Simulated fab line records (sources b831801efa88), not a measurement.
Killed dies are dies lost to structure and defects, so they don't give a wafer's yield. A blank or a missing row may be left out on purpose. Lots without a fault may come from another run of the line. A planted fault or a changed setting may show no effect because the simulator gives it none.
Which tool is to blame?	flow gf180mcu	14 lots, 42 wafers sampled, at 4 steps of a route of 602

## WHAT THE GAUGES READ, wafer by wafer
GF_STI_THK_MEAS_30.
lot	measured	on	STI_OXIDATION_02_THK (nm)
L118	day 2 06:52	film_metro-02	10.01 10.19 10.01
L119	day 2 12:13	film_metro-02	10.25 10.28 10.33
L120	day 2 15:50	film_metro-03	10.20 10.21 10.18
L123	day 3 08:31	film_metro-03	10.06 9.95 9.99
L124	day 3 12:12	film_metro-01	9.91 9.95 9.72
L125	day 3 19:55	film_metro-03	10.23 10.05 10.05
L126	day 4 00:01	film_metro-01	9.69 9.73 9.66
L128	day 4 10:37	film_metro-03	10.30 10.14 10.32
L129	day 4 14:23	film_metro-03	9.79 9.71 9.67
L130	day 4 20:56	film_metro-02	9.93 10.08 10.07
L138	day 6 12:55	film_metro-03	10.09 10.13 10.22
L139	day 6 18:28	film_metro-02	10.15 10.14 10.04
L140	day 6 23:07	film_metro-02	10.36 10.32 10.39
L141	day 7 04:44	film_metro-01	10.28 10.14 10.05

GF_VT_IMPLANT_TW_MEAS_21.
lot	measured	on	VT_IMPLANT_2_TW
L118	day 6 07:39	film_metro-04	1204 1209 1203
L119	day 6 13:07	film_metro-02	1226 1230 1227
L120	day 6 19:41	film_metro-02	1219 1217 1224
L123	day 7 13:40	film_metro-04	1209 1212 1209
L124	day 7 18:57	film_metro-04	1211 1215 1206
L125	day 8 04:02	film_metro-04	1200 1207 1206
L126	day 8 09:33	film_metro-01	1212 1214 1212
L128	day 8 20:21	film_metro-04	1204 1207 1200
L129	day 9 01:39	film_metro-01	1208 1210 1208
L130	day 9 08:28	film_metro-02	1235 1231 1231
L138	day 11 10:50	film_metro-01	1211 1211 1212
L139	day 11 17:24	film_metro-04	1205 1207 1206
L140	day 12 01:15	film_metro-01	1220 1211 1224
L141	day 12 06:43	film_metro-04	1202 1207 1203

GF_POLY_GATE_THK_MEAS_17.
lot	measured	on	POLY_GATE_OXIDATION_THK (nm)
L118	day 9 07:56	film_metro-03	4.03 4.10 4.01
L119	day 9 15:46	film_metro-03	4.00 4.01 4.05
L120	day 9 20:42	film_metro-04	4.15 4.06 4.07
L123	day 10 19:22	film_metro-02	3.95 3.91 3.90
L124	day 10 22:05	film_metro-02	4.04 3.98 4.01
L125	day 11 10:31	film_metro-03	4.03 4.02 4.02
L126	day 11 16:01	film_metro-03	3.90 4.00 3.95
L128	day 12 02:22	film_metro-04	4.06 4.00 4.06
L129	day 12 10:30	film_metro-02	4.09 4.04 4.03
L130	day 12 18:51	film_metro-02	4.07 4.12 4.07
L138	day 15 03:46	film_metro-03	4.10 4.04 4.08
L139	day 15 12:40	film_metro-02	3.98 3.95 4.00
L140	day 15 19:43	film_metro-03	3.88 3.87 3.94
L141	day 16 01:59	film_metro-03	4.00 3.95 4.03

## EACH LOT AND THE TOOL THAT RAN IT (in order: tool; ch and the chambers of the sampled wafers; start)
lot	GF_VT_IMPLANT_RTA_45
L118	rtp_anneal-02 ch 0, day 7 14:43
L119	rtp_anneal-02 ch 0, day 7 19:49
L120	rtp_anneal-02 ch 0, day 8 03:10
L123	rtp_anneal-02 ch 0, day 8 21:31
L124	rtp_anneal-01 ch 0, day 9 03:21
L125	rtp_anneal-01 ch 0, day 9 14:04
L126	rtp_anneal-01 ch 0, day 9 19:42
L128	rtp_anneal-01 ch 0, day 10 05:40
L129	rtp_anneal-02 ch 0, day 10 12:57
L130	rtp_anneal-01 ch 0, day 10 21:49
L138	rtp_anneal-01 ch 0, day 13 01:48
L139	rtp_anneal-02 ch 0, day 13 08:58
L140	rtp_anneal-02 ch 0, day 13 16:55
L141	rtp_anneal-02 ch 0, day 13 23:02
- GF_VT_IMPLANT_RTA_45: time 30 s.

## WHAT THE TOOLS THEMSELVES READ (means of the sampled wafers that have a number; where no wafer has one, the mark that the record gives instead)
GF_VT_IMPLANT_RTA_45.
lot	tool	lamp_power_pct (%)	run_length_s (s)	wafer_temp_C_max
L118	rtp_anneal-02	40.2	58.87	1056.2
L119	rtp_anneal-02	40.2	58.87	1055.7
L120	rtp_anneal-02	40.2	58.76	1054.7
L123	rtp_anneal-02	40.3	58.78	1056.1
L124	rtp_anneal-01	37.1	58.35	1055.1
L125	rtp_anneal-01	37.1	58.38	1056.2
L126	rtp_anneal-01	37.1	58.29	1054.8
L128	rtp_anneal-01	36.7	47.72	1054.6
L129	rtp_anneal-02	40.3	58.65	1056.9
L130	rtp_anneal-01	36.7	47.64	1054.2
L138	rtp_anneal-01	37.0	58.26	1054.4
L139	rtp_anneal-02	40.2	58.64	1056.4
L140	rtp_anneal-02	40.2	58.73	1055.6
L141	rtp_anneal-02	40.2	58.90	1055.3

## THE ANSWER, worked out from the rows above alone
Rule: the usual values come from the lots themselves. Put in order of their means at a reading, lots are off if they are a third of the lots or fewer, leave a main group of 4 or more, and stand apart from it by a gap of 3 or more times the standard deviation of the main group's means; of several such gaps the widest counts. Not used: any main group whose means are identical at the precision the tables above print for the reading. A lot without any number at a reading at which 4 lots or more have one is off too. Any other lot the step has rows for is counted as sound. First the gauges in route order, then the tools' own readings, where a lot's mean is used as printed above. At the first step where some lot is off, the reading lying furthest off is the one used; lots without a number count as furthest.
Off at GF_VT_IMPLANT_RTA_45 (run_length_s): L128, L130. The main group has a mean of 58.62 s with a standard deviation of 0.23.
If a tool, at that step or one of the process steps before it, ran each lot that is off and ran no sound lot following the first of them, it fits. No candidate that was tried fits.

## WHAT THE SIMULATOR HAD PUT IN
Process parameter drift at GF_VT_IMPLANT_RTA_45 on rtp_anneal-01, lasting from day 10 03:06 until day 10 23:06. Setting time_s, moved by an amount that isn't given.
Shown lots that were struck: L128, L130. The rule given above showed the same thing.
